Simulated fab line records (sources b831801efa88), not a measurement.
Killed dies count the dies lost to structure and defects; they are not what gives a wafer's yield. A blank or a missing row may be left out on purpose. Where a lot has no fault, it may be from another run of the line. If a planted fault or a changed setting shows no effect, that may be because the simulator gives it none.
2 desks looking at one fault    flow sky130    numbers are kept per desk, each desk with only its own; the story behind them comes last

== TOOL OWNER'S DESK, furnace-02 ==
The tool's own readings at SKY_POLY_GATE_OXIDATION_20 (stabilise 600 s, purge 300 s, target thk 4 nm): means of the sampled wafers that have a number, for each lot that ran on this tool. Any lot whose mean is over 4 standard deviations away from the usual mean is out of limits and marked OUT; that distance is given in the brackets.
Columns: A = zonePowerBottomPct at SKY_POLY_GATE_OXIDATION_20, usual 29.7 %
lot   first seen here  A
L618  day 18 10:21     28.8
L620  day 19 04:37     28.3
L624  day 21 00:41     28.2
This desk found nothing out of limits on any of the 3 lots.

== FROM THE METROLOGY DESK ==
Means of the sampled wafers that have a number, per lot and without regard to the tool the lot ran on: this is what the gauges read. Any lot whose mean is over 4 standard deviations away from the usual mean is out of limits and marked OUT; that distance is given in the brackets. Of its 8 readings 7 are shown: those that lie furthest out on some lot.
Columns: A = cdNm at SKY_POLY_GATE_CD_MEAS_13, usual 150.0 nm; B = POLY_GATE_OVL at SKY_POLY_GATE_OVL_MEAS_14, usual -2 nm; C = POLY_GATE_OXIDATION_THK at SKY_POLY_GATE_THK_MEAS_21, usual 3.98 nm; D = LDD_N_OVL at SKY_LDD_N_OVL_MEAS_07, usual 1.2 nm; E = LDD_N_TW at SKY_LDD_N_TW_MEAS_17, usual 2546; F = cdNm at SKY_LDD_P_CD_MEAS_07, usual 379.3 nm; G = LDD_P_OVL at SKY_LDD_P_OVL_MEAS_08, usual -0.3 nm
lot   first seen here  A      B    C     D     E     F      G
L613  day 16 14:17     150.2  -1   3.99  2.2   2554  378.9  -0.7
L614  day 17 10:55     149.7  -3   3.98  -0.4  2526  382.5  1.3
L618  day 18 08:37     149.3  -1   3.98  -0.5  2532  379.8  -0.6
L620  day 19 03:23     151.1  -4   3.99  0.6   2563  376.2  -0.2
L624  day 21 00:08     150.3  5    4.07  1.4   2567  376.9  -1.4
L629  day 22 18:02     151.8  -10  3.86  1.5   2550  377.8  1.8
This desk found nothing out of limits on any of the 6 lots.

== TAKEN TOGETHER ==
The tool owner's desk saw nothing out of limits.
From the metrology desk's view, nothing was out of limits.

== WHAT WAS PUT IN BY THE SIMULATOR ==
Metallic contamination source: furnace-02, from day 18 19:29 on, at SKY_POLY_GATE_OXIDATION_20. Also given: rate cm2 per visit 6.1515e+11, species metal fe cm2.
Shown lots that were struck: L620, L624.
